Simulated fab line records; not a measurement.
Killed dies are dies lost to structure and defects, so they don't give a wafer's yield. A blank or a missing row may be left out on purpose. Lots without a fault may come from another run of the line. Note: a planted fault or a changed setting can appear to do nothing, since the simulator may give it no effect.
What tool caused it? | flow sky130 | 11 lots with 33 wafers sampled at 5 steps, on a route of 708 steps

== WHAT EACH GAUGE READ, for each wafer ==
SKY_GATE_OXIDE_OVL_MEAS_10. Usual: for GATE_OXIDE_OVL the level is -1.3 nm and the standard deviation is 1.4.
lot  | measured     | on         | GATE_OXIDE_OVL (nm) | flag
L338 | day 13 12:16 | overlay-01 | 0.4 -0.5 -1.2       |
L341 | day 14 13:37 | overlay-02 | -3.2 -0.9 -2.5      |
L344 | day 15 20:06 | overlay-01 | -1.3 -1.3 -2.3      |
L348 | day 17 01:36 | overlay-01 | 0.9 0.0 -2.2        |
L350 | day 17 23:54 | overlay-02 | -1.2 0.2 -0.5       |
L351 | day 18 12:12 | overlay-02 | -3.1 -1.5 -1.1      |
L353 | day 19 00:47 | overlay-02 | 124.4 121.9 121.1   | OFF
L355 | day 19 17:52 | overlay-01 | -1.2 -2.6 -1.5      |
L356 | day 20 00:15 | overlay-01 | -3.0 -2.6 -1.0      |
L358 | day 20 14:12 | overlay-01 | 125.7 123.9 125.7   | OFF
L359 | day 21 02:21 | overlay-01 | 124.0 125.6 126.7   | OFF

== TOOL THAT RAN EACH LOT (tool first, then ch and the chambers of the sampled wafers, then the start) ==
lot  | SKY_DNWELL_STRIP_08                 | SKY_NWELL_RTA_28                 | SKY_VT_ADJUST_PCH_STRIP_09           | SKY_GATE_OXIDE_EXPOSE_07
L338 | plasma asher-04 ch 0,1, day 3 00:07 | rtp anneal-01 ch 0, day 5 02:31  | plasma asher-01 ch 0,1, day 10 03:22 | iline stepper-01 ch 0, day 13 00:27
L341 | plasma asher-04 ch 0,1, day 3 19:25 | rtp anneal-01 ch 0, day 5 23:20  | plasma asher-04 ch 0,1, day 11 04:29 | iline stepper-02 ch 0, day 14 00:56
L344 | plasma asher-01 ch 0,1, day 4 10:02 | rtp anneal-01 ch 0, day 6 17:49  | plasma asher-02 ch 0,1, day 12 07:29 | iline stepper-02 ch 0, day 15 06:46
L348 | plasma asher-04 ch 0,1, day 5 09:10 | rtp anneal-02 ch 0, day 7 18:42  | plasma asher-04 ch 0,1, day 13 10:22 | iline stepper-01 ch 0, day 16 11:41
L350 | plasma asher-01 ch 0,1, day 5 23:16 | rtp anneal-02 ch 0, day 8 09:13  | plasma asher-02 ch 0,1, day 14 04:50 | iline stepper-01 ch 0, day 17 08:43
L351 | plasma asher-03 ch 0,1, day 6 01:45 | rtp anneal-01 ch 0, day 8 14:30  | plasma asher-02 ch 0, day 14 11:34   | iline stepper-02 ch 0, day 17 21:56
L353 | plasma asher-03 ch 0,1, day 6 11:31 | rtp anneal-01 ch 0, day 9 00:51  | plasma asher-04 ch 0,1, day 14 23:05 | iline stepper-01 ch 0, day 18 09:37
L355 | plasma asher-04 ch 0, day 6 23:25   | rtp anneal-01 ch 0, day 9 13:58  | plasma asher-02 ch 0,1, day 15 15:32 | iline stepper-02 ch 0, day 19 02:16
L356 | plasma asher-03 ch 0,1, day 7 04:33 | rtp anneal-02 ch 0, day 9 18:27  | plasma asher-04 ch 0,1, day 15 22:53 | iline stepper-02 ch 0, day 19 09:26
L358 | plasma asher-03 ch 0,1, day 7 14:42 | rtp anneal-01 ch 0, day 10 07:02 | plasma asher-02 ch 0,1, day 16 14:14 | iline stepper-01 ch 0, day 19 22:53
L359 | plasma asher-03 ch 0,1, day 7 21:19 | rtp anneal-02 ch 0, day 10 13:41 | plasma asher-04 ch 0,1, day 17 00:05 | iline stepper-01 ch 0, day 20 10:30
- SKY_DNWELL_STRIP_08: strips in O2/N2.
- SKY_NWELL_RTA_28: time 30 s.
- SKY_VT_ADJUST_PCH_STRIP_09: strips in O2/N2.
- SKY_GATE_OXIDE_EXPOSE_07: exposes mask LVOM, target cd 600 nm.

== WHAT THE TOOLS THEMSELVES READ (means of the sampled wafers that have a number; where no wafer has one, the mark that the record gives instead) ==
SKY_DNWELL_STRIP_08. Usual: drypump motor current A 6.1 A, standard deviation 0.43; oes product au 0.724 a.u., standard deviation 0.0046; strip time to endpoint s 36.84 s, standard deviation 0.094.
lot  | tool            | drypump motor current A (A) | oes product au (a.u.) | strip time to endpoint s (s) | flag
L338 | plasma asher-04 | 6.5                         | 0.724                 | 36.86                        |
L341 | plasma asher-04 | 6.5                         | 0.726                 | 36.69                        |
L344 | plasma asher-01 | 5.8                         | 0.722                 | 36.81                        |
L348 | plasma asher-04 | 6.4                         | 0.725                 | 36.89                        |
L350 | plasma asher-01 | 5.8                         | 0.719                 | 36.91                        |
L351 | plasma asher-03 | 6.0                         | 0.724                 | 36.90                        |
L353 | plasma asher-03 | 6.0                         | 0.723                 | 36.87                        |
L355 | plasma asher-04 | 6.4                         | 0.722                 | 36.88                        |
L356 | plasma asher-03 | 6.0                         | 0.725                 | 36.85                        |
L358 | plasma asher-03 | 5.7                         | 0.726                 | 36.84                        |
L359 | plasma asher-03 | 6.0                         | 0.720                 | 36.84                        |

SKY_NWELL_RTA_28. Usual: lamp power pct 25.31 %, standard deviation 0.056; wafer_temp_C_max 1054.7, standard deviation 0.89.
lot  | tool          | lamp power pct (%) | wafer_temp_C_max | flag
L338 | rtp anneal-01 | 25.26              | 1054.5           |
L341 | rtp anneal-01 | 25.32              | 1054.5           |
L344 | rtp anneal-01 | 25.40              | 1054.5           |
L348 | rtp anneal-02 | 25.29              | 1055.1           |
L350 | rtp anneal-02 | 25.27              | 1053.8           |
L351 | rtp anneal-01 | 25.34              | 1054.6           |
L353 | rtp anneal-01 | 25.31              | 1055.3           |
L355 | rtp anneal-01 | 25.26              | 1054.0           |
L356 | rtp anneal-02 | 25.33              | 1054.4           |
L358 | rtp anneal-01 | 25.35              | 1054.5           |
L359 | rtp anneal-02 | 25.26              | 1055.7           |

SKY_VT_ADJUST_PCH_STRIP_09. Usual: drypump motor current A 6.0 A, standard deviation 0.43; oes product au 0.723 a.u., standard deviation 0.0047; strip time to endpoint s 36.92 s, standard deviation 0.095.
lot  | tool            | drypump motor current A (A) | oes product au (a.u.) | strip time to endpoint s (s) | flag
L338 | plasma asher-01 | 5.8                         | 0.727                 | 36.94                        |
L341 | plasma asher-04 | 6.4                         | 0.720                 | 36.86                        |
L344 | plasma asher-02 | 5.5                         | 0.725                 | 36.90                        |
L348 | plasma asher-04 | 6.4                         | 0.718                 | 36.89                        |
L350 | plasma asher-02 | 5.5                         | 0.722                 | 36.90                        |
L351 | plasma asher-02 | 5.4                         | 0.728                 | 36.81                        |
L353 | plasma asher-04 | 6.5                         | 0.723                 | 36.99                        |
L355 | plasma asher-02 | 5.6                         | 0.721                 | 37.02                        |
L356 | plasma asher-04 | 6.5                         | 0.723                 | 36.97                        |
L358 | plasma asher-02 | 5.6                         | 0.725                 | 36.95                        |
L359 | plasma asher-04 | 6.4                         | 0.727                 | 36.94                        |

SKY_GATE_OXIDE_EXPOSE_07. Usual: exposure dose mJ cm2 170.02, standard deviation 0.17; focus offset nm -0.1 nm, standard deviation 0.52.
lot  | tool             | exposure dose mJ cm2 | focus offset nm (nm) | flag
L338 | iline stepper-01 | 170.01               | 0.0                  |
L341 | iline stepper-02 | 170.11               | -0.3                 |
L344 | iline stepper-02 | 170.08               | -0.8                 |
L348 | iline stepper-01 | 170.03               | -0.3                 |
L350 | iline stepper-01 | 170.10               | -0.1                 |
L351 | iline stepper-02 | 169.87               | -0.2                 |
L353 | iline stepper-01 | 170.20               | 0.2                  |
L355 | iline stepper-02 | 170.00               | 0.0                  |
L356 | iline stepper-02 | 170.04               | 0.6                  |
L358 | iline stepper-01 | 169.89               | 0.4                  |
L359 | iline stepper-01 | 170.01               | -0.3                 |

== THE ANSWER, worked out from the rows above alone ==
Rule: take the mean of a lot's wafers that have a number; if it is more than 3 standard deviations from the usual mean, the lot is off. A lot without any number at a reading at which 4 lots or more have one is off too. Any other lot the step has rows for is counted as sound. First the gauges in route order, then the tools' own readings, where a lot's mean is used as printed above. At the first step where some lot is off, the reading lying furthest off is the one used; lots without a number count as furthest.
Off: at SKY_GATE_OXIDE_OVL_MEAS_10 (GATE_OXIDE_OVL), L353, L358, L359.
If a tool, at a process step before that reading, ran all the lots that are off and no sound lot after the first of them, it fits. Gauges at SKY_GATE_OXIDE_OVL_MEAS_10: tried the same way as those tools. One fits: SKY_GATE_OXIDE_EXPOSE_07 on iline stepper-01. A fault onset in the window from L350 (day 17 08:43, its last sound lot) to L353 (day 18 09:37, its first lot off) fits.

== WHAT WAS PUT IN BY THE SIMULATOR ==
Scanner matching overlay: iline stepper-01, from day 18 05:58 on, at SKY_GATE_OXIDE_EXPOSE_07. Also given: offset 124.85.
Shown lots that were struck: L353, L358, L359. The rule given above showed the same thing.
